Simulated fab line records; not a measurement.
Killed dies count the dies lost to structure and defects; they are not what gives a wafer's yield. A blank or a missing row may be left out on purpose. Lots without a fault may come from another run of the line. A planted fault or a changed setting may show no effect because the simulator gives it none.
fab line records | flow sky130
record lots=6 wafers=18 last-day=50
route steps=708 shown VIA1@481 METAL2@483 PAD_OPEN@708
lots with no fault: from the same line, run without faults
start-h: hours from the record's opening day to when the first of the lot's shown wafers began | wait-h: time in hours since the lot's previous step | " same as the row above | L1.1+2: several wafers, shown together as one row | - no value present, or no start provided | * or withheld: withheld | < > ~ a bound
route shown NAME@n: a module of which the file shows steps, and the number in the route of the first | usual: mean/standard deviation taken from wafers without a fault | same: alike in all rows | chamber/n: place in a boat | sites: each site's reading | _std_site: their standard deviation | _edge_site: mean of outer sites minus mean of inner sites | radius-mm: for every site, how far away it sits from the centre of the wafer | mask NAME#n: copy n | behind: tool/chamber where the wafer was last shaped | hold: what put the lot on hold/how long, in hours/how the hold closed | device: whichever transistor did not switch (one of n, p or np) | end of line: the tests these same wafers got at the end of their route | where a step has no rows: the recipe by itself | killed: not the wafer's yield, but the dies lost to structure and defects at the first sort | map: the dies of a wafer, with x for killed, . for not killed, _ for no die there
set.NAME: the run value of the setting; set.NAME@STEP: its run value at that earlier step | model.NAME: the simulator's own value behind a step, which no gauge read
a table for each step, a row for each wafer; lots at some steps of the route
services: the hour from which a tool's chamber was out of use, counted from the record's first day as start-h (under 0 if before that day), plus the number of hours and why
## steps
# step SKY_VIA1_THK_MEAS_23
# recipe thk-meas-gauge=xrf reads=W_of_VIA1_CVD_21
# usual VIA1_W_THK=273/3.5
# columns lot.wafer tool chamber start-h wait-h VIA1_W_THK[nm]
L647.4 film-metro-03 - 804.78 0.1 276
L647.5 " - " " 277
L647.6 " - " " 273
L658.2 film-metro-01 - 892.29 0.1 269
L658.3 " - " " 268
L658.5 " - " " 271
L660.1 film-metro-03 - 909.90 0.1 276
L660.5 " - " " 275
L660.6 " - " " 279
L662.2 film-metro-03 - 921.30 0.1 276
L662.3 " - " " 272
L662.5 " - " " 270
L664.1 film-metro-01 - 940.64 0.1 277
L664.3 " - " " 277
L664.6 " - " " 275
L668.1 film-metro-03 - 959.57 0.1 275
L668.3 " - " " 274
L668.4 " - " " 274
# step SKY_VIA1_CMP_24
# recipe stop-on=SiO2 t-overpolish-s=15 down-force-psi=3.5 platen-rpm=60 target-thk-nm=0 pad-velocity-m-s=0.94248
# usual motor-current-A=11.4/1.1 overpolish-run-s=15.000/0.0094 time-to-endpoint-s=63/3.1
# columns lot.wafer tool chamber start-h wait-h motor-current-A overpolish-run-s time-to-endpoint-s
L647.4 cmp-02 1 804.86 0.1 9.9 14.989 63
L647.6 " 0 " " 9.8 14.995 60
L647.5 " 1 " " 9.2 15.000 64
L658.3 cmp-01 0 892.39 0.1 11.6 14.993 62
L658.2 " 2 " " 12.4 14.991 67
L658.5 " 3 " " 12.4 15.009 69
L660.1 cmp-01 2 910.17 0.3 12.0 15.032 66
L660.6 " 2 " " 11.7 14.999 64
L660.5 " 3 " " 12.3 15.006 65
L662.3 cmp-02 0 921.45 0.1 10.5 15.000 60
L662.2 " 1 " " 9.9 14.995 63
L662.5 " 2 " " 10.8 14.993 63
L664.3 cmp-02 0 940.75 0.1 10.2 15.005 64
L664.1 " 2 " " 11.7 14.994 68
L664.6 " 0 " " 10.4 15.019 64
L668.4 cmp-01 2 959.63 0.0 12.7 14.972 61
L668.1 " 0 " " 11.2 14.995 57
L668.3 " 1 " " 12.3 15.002 60
# step SKY_METAL2_SPUTTER_00
# recipe material=Ti target-thk-nm=15 power-w=3000 time-s=10 chamber-pressure-pa=0.4
# usual throttle-valve-pct=29.9/1.2
# same time-s=10
# columns lot.wafer tool chamber start-h wait-h throttle-valve-pct
L647.4 pvd-sputter-01 - 805.11 0.2 30.8
L647.5 " - " " 30.6
L647.6 " - " " 28.3
L658.2 pvd-sputter-03 - 892.64 0.1 31.5
L658.3 " - " " 28.5
L658.5 " - " " 28.5
L660.1 pvd-sputter-04 - 910.47 0.2 31.3
L660.5 " - " " 28.8
L660.6 " - " " 31.2
L662.2 pvd-sputter-01 - 921.65 0.1 30.2
L662.3 " - " " 30.5
L662.5 " - " " 30.3
L664.1 pvd-sputter-04 - 941.00 0.1 28.3
L664.3 " - " " 28.6
L664.6 " - " " 28.6
L668.1 pvd-sputter-04 - 959.93 0.1 31.3
L668.3 " - " " 28.2
L668.4 " - " " 29.0
# step SKY_METAL2_SPUTTER_01
# recipe material=TiN target-thk-nm=20 power-w=6500 time-s=16.7 chamber-pressure-pa=0.4
# usual throttle-valve-pct=29.9/1.2
# same time-s=16.7
# columns lot.wafer tool chamber start-h wait-h throttle-valve-pct
L647.4 pvd-sputter-01 - 805.13 0.0 30.5
L647.5 " - " " 30.7
L647.6 " - " " 28.4
L658.2 pvd-sputter-03 - 892.66 0.0 31.4
L658.3 " - " " 28.7
L658.5 " - " " 28.5
L660.1 pvd-sputter-04 - 910.49 0.0 31.4
L660.5 " - " " 28.9
L660.6 " - " " 31.3
L662.2 pvd-sputter-01 - 921.67 0.0 30.4
L662.3 " - " " 30.6
L662.5 " - " " 30.6
L664.1 pvd-sputter-04 - 941.02 0.0 28.3
L664.3 " - " " 28.4
L664.6 " - " " 28.5
L668.1 pvd-sputter-04 - 959.95 0.0 31.2
L668.3 " - " " 28.1
L668.4 " - " " 28.4
# step SKY_METAL2_SPUTTER_02
# recipe material=AlCu target-thk-nm=250 power-w=10600 time-s=13.3 chamber-pressure-pa=0.4
# usual throttle-valve-pct=29.9/1.2
# same time-s=13.3
# columns lot.wafer tool chamber start-h wait-h throttle-valve-pct
L647.4 pvd-sputter-01 - 805.15 0.0 30.7
L647.5 " - " " 30.6
L647.6 " - " " 28.0
L658.2 pvd-sputter-03 - 892.69 0.0 31.4
L658.3 " - " " 28.4
L658.5 " - " " 28.9
L660.1 pvd-sputter-04 - 910.52 0.0 31.2
L660.5 " - " " 28.7
L660.6 " - " " 31.5
L662.2 pvd-sputter-01 - 921.69 0.0 30.5
L662.3 " - " " 30.8
L662.5 " - " " 30.4
L664.1 pvd-sputter-04 - 941.04 0.0 28.1
L664.3 " - " " 28.8
L664.6 " - " " 28.3
L668.1 pvd-sputter-04 - 959.98 0.0 31.3
L668.3 " - " " 28.1
L668.4 " - " " 28.5
# step SKY_METAL2_SPUTTER_03
# recipe material=Ti target-thk-nm=5 power-w=3000 time-s=3.3 chamber-pressure-pa=0.4
# step SKY_METAL2_SPUTTER_04
# recipe material=TiN target-thk-nm=70 power-w=6500 time-s=58.3 chamber-pressure-pa=0.4
# step SKY_METAL2_RS_MEAS_05
# recipe thk-meas-gauge=four-point-probe reads=TiN_of_METAL2_SPUTTER_04+Ti_of_METAL2_SPUTTER_03+AlCu_of_METAL2_SPUTTER_02+TiN_of_METAL2_SPUTTER_01+Ti_of_METAL2_SPUTTER_00
# usual METAL2_ALCU_RS=0.1265/0.0014
# columns lot.wafer tool chamber start-h wait-h METAL2_ALCU_RS[ohm/sq]
L647.4 film-metro-01 - 805.31 0.1 0.1259
L647.5 " - " " 0.1261
L647.6 " - " " 0.1260
L658.2 film-metro-02 - 892.80 0.0 0.1269
L658.3 " - " " 0.1259
L658.5 " - " " 0.1258
L660.1 film-metro-01 - 910.61 0.0 0.1276
L660.5 " - " " 0.1275
L660.6 " - " " 0.1258
L662.2 film-metro-04 - 921.81 0.0 0.1279
L662.3 " - " " 0.1252
L662.5 " - " " 0.1266
L664.1 film-metro-04 - 941.14 0.0 0.1271
L664.3 " - " " 0.1280
L664.6 " - " " 0.1263
L668.1 film-metro-04 - 960.07 0.0 0.1264
L668.3 " - " " 0.1260
L668.4 " - " " 0.1262
# step SKY_METAL2_THK_MEAS_06
# recipe thk-meas-gauge=xrf reads=AlCu_of_METAL2_SPUTTER_02
# usual METAL2_ALCU_THK=255/3.3
# columns lot.wafer tool chamber start-h wait-h METAL2_ALCU_THK[nm]
L647.4 film-metro-01 - 805.40 0.1 256
L647.5 " - " " 255
L647.6 " - " " 255
L658.2 film-metro-02 - 892.91 0.1 256
L658.3 " - " " 257
L658.5 " - " " 257
L660.1 film-metro-01 - 910.73 0.1 252
L660.5 " - " " 254
L660.6 " - " " 255
L662.2 film-metro-04 - 921.92 0.1 251
L662.3 " - " " 258
L662.5 " - " " 255
L664.1 film-metro-04 - 941.26 0.1 253
L664.3 " - " " 251
L664.6 " - " " 254
L668.1 film-metro-04 - 960.19 0.1 256
L668.3 " - " " 256
L668.4 " - " " 254
# step SKY_METAL2_DEHYDRATE_07
# recipe temp-c=200 time-s=60
# step SKY_METAL2_HMDS_08
# recipe prime-time-s=60 prime-temp-c=120
# step SKY_METAL2_COAT_09
# recipe resist=BARC temp-c=withheld time-s=withheld spin-rpm=3000 resist-thk-nm=60
# step SKY_METAL2_COAT_10
# recipe resist=KrF-thick spin-rpm=3000 resist-thk-nm=450
# usual spin-speed-rpm=3000.1/1.8
# columns lot.wafer tool chamber start-h wait-h spin-speed-rpm model.KrF-thick_of_METAL2_COAT_10.thk-nm
L647.4 litho-track-02 0 819 - 3001.6 451.1
L647.5 " 0 " " 2999.7 451.2
L647.6 " 0 " " 3003.3 452.6
L658.2 litho-track-02 0 905 - 2939.8 454.5
L658.3 " 0 " " 2939.3 453.8
L658.5 " 0 906 - 2940.2 453.9
L660.1 litho-track-02 0 922 - 2937.8 454
L660.5 " 0 " " 2937.5 455.2
L660.6 " 0 " " 2940.9 454.7
L662.2 litho-track-04 0 934 - 3001.8 451.5
L662.3 " 0 " " 3001.1 450.7
L662.5 " 0 " " 3004.2 449.8
L664.1 litho-track-01 0 953 - 2999.3 451.5
L664.3 " 0 " " 2998.2 450.2
L664.6 " 0 " " 2999.0 450.2
L668.1 litho-track-01 0 971 - 3000.4 452.4
L668.3 " 0 " " 2999.6 451
L668.4 " 0 " " 3002.5 451.7
# step SKY_METAL2_SOFTBAKE_11
# recipe temp-c=100 time-s=90 resist=KrF-thick
# step SKY_METAL2_EXPOSE_12
# recipe mask-id=MM2 na=0.8 source-shape=annular sigma-inner=0.55 sigma-outer=0.85 target-cd-nm=140 dose-mj=28
# step SKY_METAL2_PEB_13
# recipe peb-temp-c=withheld peb-time-s=withheld resist=KrF-thick
# step SKY_METAL2_DEVELOP_14
# recipe develop-time-s=60 resist=KrF-thick dev-temp-c=21
# step SKY_METAL2_CD_MEAS_15
# recipe target-cd-nm=140
# usual cd-nm=140.3/1.7
# columns lot.wafer tool chamber start-h wait-h cd-nm
L647.4 cd-sem-01 - 832.36 - 140.5
L647.5 " - " " 139.3
L647.6 " - " " 140.4
L658.2 cd-sem-02 - 918.32 - 137.4
L658.3 " - " " 138.2
L658.5 " - " " 137.6
L660.1 cd-sem-02 - 935.83 - 139.1
L660.5 " - " " 140.1
L660.6 " - " " 138.8
L662.2 cd-sem-01 - 946.63 - 140.8
L662.3 " - " " 139.9
L662.5 " - " " 141.8
L664.1 cd-sem-02 - 965.36 - 145.8
L664.3 " - " " 142.3
L664.6 " - " " 144.1
L668.1 cd-sem-02 - 984.60 - 138.5
L668.3 " - " " 139.1
L668.4 " - " " 140.1
# step SKY_METAL2_OVL_MEAS_16
# usual METAL2_OVL=3/5.3
# columns lot.wafer tool chamber start-h wait-h METAL2_OVL[nm]
L647.4 overlay-01 - 832.43 0.1 0
L647.5 " - " " 5
L647.6 " - " " 2
L658.2 overlay-02 - 918.42 0.1 9
L658.3 " - " " 7
L658.5 " - " " 12
L660.1 overlay-01 - 935.95 0.1 11
L660.5 " - " " 8
L660.6 " - " " 9
L662.2 overlay-02 - 946.74 0.1 11
L662.3 " - " " 10
L662.5 " - " " 6
L664.1 overlay-02 - 965.48 0.1 2
L664.3 " - " " 9
L664.6 " - " " 4
L668.1 overlay-01 - 984.72 0.1 0
L668.3 " - " " -2
L668.4 " - " " -4
# step SKY_METAL2_DESCUM_17
# recipe chemistry=O2 source-power-w=150 bias-power-w=0 pressure-mtorr=10 temp-c=40 time-s=8
# step SKY_METAL2_ETCH_18
# recipe chemistry=N2/H2 target=BARC ion-energy-ev=200 bias-w=100 pressure-mtorr=30 n2-flow-sccm=100 h2-flow-sccm=200 icp-w=500 stop-on=SiO2 time-s=45.9 target-depth-a=600
# usual drypump-motor-current-A=5.9/0.47 oes-product-au=0.855/0.0049 throttle-valve-pct=13.224/0.0083
# same time-s=45.9
# columns lot.wafer tool chamber start-h wait-h drypump-motor-current-A oes-product-au rf-hours-counter-h throttle-valve-pct model.KrF-thick_of_METAL2_COAT_10.thk-nm
L647.4 rie-metal-02 0 832.51 0.0 5.6 0.853 - 13.233 392.8
L647.5 " 1 " " 6.4 0.853 - 13.244 394.5
L647.6 " 0 " " 5.6 0.862 - 13.236 394.8
L658.2 rie-metal-02 1 918.48 0.0 6.4 0.854 4 13.215 397.6
L658.3 " 1 " " 6.4 0.863 - 13.228 397.3
L658.5 " 0 " " 5.7 0.853 - 13.229 395.4
L660.1 rie-metal-02 0 936.01 0.0 5.6 0.856 9 13.209 395.4
L660.5 " 0 " " 5.7 0.859 - 13.220 396.7
L660.6 " 1 " " 6.3 0.845 - 13.219 398.1
L662.2 rie-metal-03 1 946.80 0.0 5.1 0.854 2 13.213 393.8
L662.3 " 1 " " 5.1 0.856 - 13.224 393
L662.5 " 0 " " 6.6 0.847 - 13.227 391.6
L664.1 rie-metal-03 0 965.55 0.0 6.6 0.868 22 13.220 392.9
L664.3 " 1 " " 5.1 0.857 - 13.218 391.8
L664.6 " 0 " " 6.6 0.862 - 13.226 391.9
L668.1 rie-metal-01 0 984.78 0.0 5.8 0.863 15 13.233 393.9
L668.3 " 0 " " 5.8 0.856 - 13.220 392.9
L668.4 " 1 " " 5.8 0.862 - 13.226 393.7
# step SKY_METAL2_METAL_ETCH_19
# recipe target-depth-a=3600 stop-on=SiO2 over-etch-frac=0.3 time-s=78 chemistry=Cl2/BCl3 resist-sidewall-deg=88 pressure-mtorr=10 icp-w=900 bias-w=48.5 Cl2_flow_sccm=60 bcl3-flow-sccm=30
# usual drypump-motor-current-A=5.9/0.47 oes-product-au=0.854/0.0062 throttle-valve-pct=22.266/0.0087
# same time-s=78
# columns lot.wafer tool chamber start-h wait-h drypump-motor-current-A oes-product-au rf-hours-counter-h throttle-valve-pct
L647.4 rie-metal-02 0 832.58 0.1 5.7 0.857 - 22.280
L647.5 " 1 " " 6.3 0.858 - 22.272
L647.6 " 0 " " 5.7 0.853 - 22.267
L658.2 rie-metal-02 1 918.55 0.0 6.4 0.855 4 22.283
L658.3 " 1 " " 6.3 0.854 - 22.264
L658.5 " 0 " " 5.6 0.855 - 22.253
L660.1 rie-metal-02 0 936.08 0.0 5.6 0.847 9 22.251
L660.5 " 0 " " 5.7 0.844 - 22.276
L660.6 " 1 " " 6.3 0.848 - 22.260
L662.2 rie-metal-03 1 946.86 0.0 5.1 0.849 2 22.274
L662.3 " 1 " " 5.1 0.862 - 22.253
L662.5 " 0 " " 6.6 0.843 - 22.270
L664.1 rie-metal-03 0 965.61 0.0 6.6 0.853 22 22.260
L664.3 " 1 " " 5.1 0.851 - 22.268
L664.6 " 0 " " 6.6 0.856 - 22.277
L668.1 rie-metal-01 0 984.85 0.0 5.9 0.865 15 22.256
L668.3 " 0 " " 5.8 0.848 - 22.249
L668.4 " 1 " " 5.8 0.857 - 22.268
# step SKY_PAD_OPEN_PROBE_99
# usual defect-limited-yield=82.3/2 killed_at_M0_to_M3=44/7.5 killed_at_M4_up=2.9/1.8 killed-at-contacts=24/5.1 killed-at-front-end=16/4.7 killed-at-other=0.3/0.46 killed-dies=87/9.9 killed-open=47/8 killed-short=39/6.3 sort_bin_3_pad_short=0.8/0.43 sort_bin_5_function=10.6/1.6 sort_bin_6_memory=6.3/1.1 sort-n-pass=405/9.9 sort-yield-pct=82.3/2
# same gross-dies=492 killed-at-back-side=0 sort_bin_4_leakage[%]=0 sort_bin_8_speed[%]=0
# columns lot.wafer tool chamber start-h wait-h defect-limited-yield[%] killed_at_M0_to_M3 killed_at_M4_up killed-at-contacts killed-at-front-end killed-at-other killed-dies killed-open killed-short sort_bin_3_pad_short[%] sort_bin_5_function[%] sort_bin_6_memory[%] sort-n-pass sort-yield-pct[%]
L647.4 prober-01 - 1085.65 0.2 79.5 49 2 30 20 0 101 49 52 1.0 11.8 7.7 391 79.5
L647.5 prober-01 - 1085.70 0.2 81.5 41 5 29 16 0 91 49 42 1.0 11.2 6.3 401 81.5
L647.6 prober-01 - 1085.75 0.2 82.1 45 1 25 16 1 88 47 41 0.6 11.8 5.5 404 82.1
L658.2 prober-02 - 1151.27 0.1 81.1 49 3 23 18 0 93 48 45 0.8 11.4 6.7 399 81.1
L658.3 prober-02 - 1151.32 0.2 84.6 43 3 13 17 0 76 43 33 0.4 9.1 5.9 416 84.6
L658.5 prober-02 - 1151.42 0.2 77.6 55 6 33 15 1 110 52 58 1.8 12.4 8.1 382 77.6
L660.1 prober-02 - 1163.50 0.1 84.6 34 1 31 10 0 76 40 36 0.8 9.3 5.3 416 84.6
L660.5 prober-02 - 1163.70 0.2 83.5 37 3 25 16 0 81 37 43 0.8 10.4 5.3 411 83.5
L660.6 prober-02 - 1163.75 0.2 80.9 41 5 33 15 0 94 52 42 0.8 11.8 6.5 398 80.9
L662.2 prober-02 - 1173.93 0.1 78.5 58 2 29 17 0 106 60 46 1.2 14.0 6.3 386 78.5
L662.3 prober-02 - 1173.98 0.2 82.5 41 2 28 14 1 86 37 48 0.8 11.0 5.7 406 82.5
L662.5 prober-02 - 1174.08 0.2 81.1 49 5 30 9 0 93 50 42 0.6 12.0 6.3 399 81.1
L664.1 prober-02 - 1184.60 0.1 84.3 40 2 24 11 0 77 38 37 0.6 8.7 6.3 415 84.3
L664.3 prober-02 - 1184.70 0.2 84.6 35 3 22 16 0 76 39 35 0.4 9.8 5.3 416 84.6
L664.6 prober-02 - 1184.85 0.2 84.1 40 4 26 8 0 78 48 30 0.2 10.4 5.3 414 84.1
# killed by level:class
L647.4 VIA1:geometric-particle:open=13 CONTACT:geometric-particle:open=10 METAL2:geometric-particle:short=8 LI_CONTACT:geometric-particle:open=7 CONTACT:geometric-particle:short=7 VIA2:geometric-particle:open=7 POLY_GATE:geometric-particle:short=5 FIELD_ISO:geometric-particle:short=5
L647.5 VIA1:geometric-particle:open=11 CONTACT:geometric-particle:open=9 CONTACT:geometric-particle:short=8 LI_CONTACT:geometric-particle:open=6 VIA2:geometric-particle:open=5 FIELD_ISO:geometric-particle:open=4 FIELD_ISO:geometric-particle:short=4 METAL4:geometric-particle:short=4
L647.6 LI_CONTACT:geometric-particle:open=10 CONTACT:geometric-particle:open=10 METAL1:geometric-particle:short=7 METAL3:geometric-particle:short=7 FIELD_ISO:geometric-particle:short=6 VIA1:geometric-particle:open=6 VIA2:geometric-particle:open=6 VIA3:geometric-particle:open=6
L658.2 VIA3:geometric-particle:open=13 LI_CONTACT:geometric-particle:open=7 VIA1:geometric-particle:open=7 POLY_GATE:geometric-particle:open=5 LOCAL_INTERCONNECT:geometric-particle:short=5 CONTACT:geometric-particle:short=5 CONTACT:geometric-particle:open=5 VIA3:geometric-particle:short=5
L658.3 VIA1:geometric-particle:open=9 VIA2:geometric-particle:open=7 VIA1:geometric-particle:short=6 VIA3:geometric-particle:open=6 FIELD_ISO:geometric-particle:open=5 POLY_GATE:geometric-particle:short=5 CONTACT:geometric-particle:open=5 METAL2:geometric-particle:short=5
L658.5 VIA1:geometric-particle:short=12 VIA3:geometric-particle:short=11 CONTACT:geometric-particle:open=10 VIA3:geometric-particle:open=9 LI_CONTACT:geometric-particle:open=8 VIA1:geometric-particle:open=7 FIELD_ISO:geometric-particle:open=6 CONTACT:geometric-particle:short=6
L660.1 CONTACT:geometric-particle:open=11 CONTACT:geometric-particle:short=11 VIA1:geometric-particle:open=11 VIA3:geometric-particle:short=5 LI_CONTACT:geometric-particle:open=4 LOCAL_INTERCONNECT:geometric-particle:short=4 METAL1:geometric-particle:short=4 VIA2:geometric-particle:open=4
L660.5 CONTACT:geometric-particle:open=8 METAL2:geometric-particle:short=7 VIA3:geometric-particle:open=7 FIELD_ISO:geometric-particle:short=6 VIA1:geometric-particle:open=6 LOCAL_INTERCONNECT:geometric-particle:short=5 CONTACT:geometric-particle:short=5 LI_CONTACT:geometric-particle:open=4
L660.6 CONTACT:geometric-particle:open=13 VIA1:geometric-particle:open=9 LI_CONTACT:geometric-particle:open=8 METAL1:geometric-particle:short=8 VIA3:geometric-particle:open=6 FIELD_ISO:geometric-particle:short=5 LOCAL_INTERCONNECT:geometric-particle:short=5 METAL4:geometric-particle:short=5
L662.2 VIA2:geometric-particle:open=14 LI_CONTACT:geometric-particle:open=10 METAL1:geometric-particle:short=8 VIA1:geometric-particle:open=7 CONTACT:geometric-particle:open=7 VIA3:geometric-particle:open=7 METAL2:geometric-particle:short=6 LOCAL_INTERCONNECT:geometric-particle:short=5
L662.3 VIA3:geometric-particle:open=9 VIA1:geometric-particle:open=8 CONTACT:geometric-particle:short=7 METAL1:geometric-particle:short=6 METAL2:geometric-particle:short=6 CONTACT:geometric-particle:open=6 FIELD_ISO:geometric-particle:short=5 LOCAL_INTERCONNECT:geometric-particle:short=5
L662.5 CONTACT:geometric-particle:open=12 VIA1:geometric-particle:open=11 LI_CONTACT:geometric-particle:open=9 METAL1:geometric-particle:short=8 METAL2:geometric-particle:short=5 VIA3:geometric-particle:short=5 CONTACT:geometric-particle:short=4 VIA2:geometric-particle:short=4
L664.1 CONTACT:geometric-particle:open=9 VIA1:geometric-particle:open=8 LOCAL_INTERCONNECT:geometric-particle:short=6 LI_CONTACT:geometric-particle:open=5 METAL2:geometric-particle:short=5 METAL3:geometric-particle:short=5 VIA1:geometric-particle:short=4 FIELD_ISO:geometric-particle:open=3
L664.3 VIA3:geometric-particle:open=9 CONTACT:geometric-particle:open=7 VIA1:geometric-particle:open=7 LOCAL_INTERCONNECT:geometric-particle:short=6 LI_CONTACT:geometric-particle:open=5 VIA1:geometric-particle:short=4 FIELD_ISO:geometric-particle:short=3 FIELD_ISO:geometric-particle:open=3
L664.6 CONTACT:geometric-particle:open=10 VIA1:geometric-particle:open=10 VIA2:geometric-particle:open=10 LI_CONTACT:geometric-particle:open=6 METAL2:geometric-particle:short=5 LI_CONTACT:geometric-particle:short=3 LOCAL_INTERCONNECT:geometric-particle:short=3 METAL1:geometric-particle:short=3
## services
# columns tool chamber start-h hours kind
pvd-sputter-01 - 789.80 9.3 repair
rie-metal-02 1 798.68 - clean
rie-metal-03 - 814.31 0.2 repair
rie-metal-03 - 822.28 2.8 pm
cmp-02 - 826.83 1.9 repair
rie-metal-01 0 830.12 11.0 repair
pvd-sputter-03 - 830.58 4.7 repair
pvd-sputter-01 - 836.60 7.2 repair
cmp-02 - 856.16 11.8 repair
cmp-02 - 867.97 5.5 pm
pvd-sputter-03 - 889.65 2.6 repair
rie-metal-02 - 911.11 2.8 pm
cmp-01 - 912.15 4.0 pm
pvd-sputter-03 - 919.19 7.1 repair
rie-metal-01 - 921.75 2.8 pm
cmp-02 - 937.50 2.1 repair
pvd-sputter-04 0 938.22 - consumable-replace:kit
pvd-sputter-04 0 938.22 18.0 scheduled-down
pvd-sputter-04 0 938.22 18.0 vent-cycle
pvd-sputter-03 - 941.96 1.0 repair
pvd-sputter-03 - 945.83 4.2 repair
rie-metal-02 1 962.79 3.4 repair
pvd-sputter-01 - 972.55 41.2 repair
cmp-01 - 974.23 0.2 repair
## key
first-sign step=SKY_METAL2_COAT_10 reading=spin-speed-rpm direction=down sigmas=33 usual=3000.1 struck=2939.2
effect none on later readings
model-effect step=SKY_METAL2_COAT_10 value=KrF-thick_of_METAL2_COAT_10.thk-nm without=449.8 struck=454.3
model-effect step=SKY_METAL2_ETCH_18 value=KrF-thick_of_METAL2_COAT_10.thk-nm without=392.2 struck=396.8
met-at SKY_METAL2_COAT_10
struck-wafers L658.2,L658.3,L658.5,L660.1,L660.5,L660.6
onset-between 819 905
fault kind=process-parameter-drift tool=litho-track-02 chamber=- onset-h=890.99 steps=SKY_METAL2_COAT_10 channel=spin-rpm offset=-59.915 shape=step end-h=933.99 acts-in=these-recipes-only stated=3000
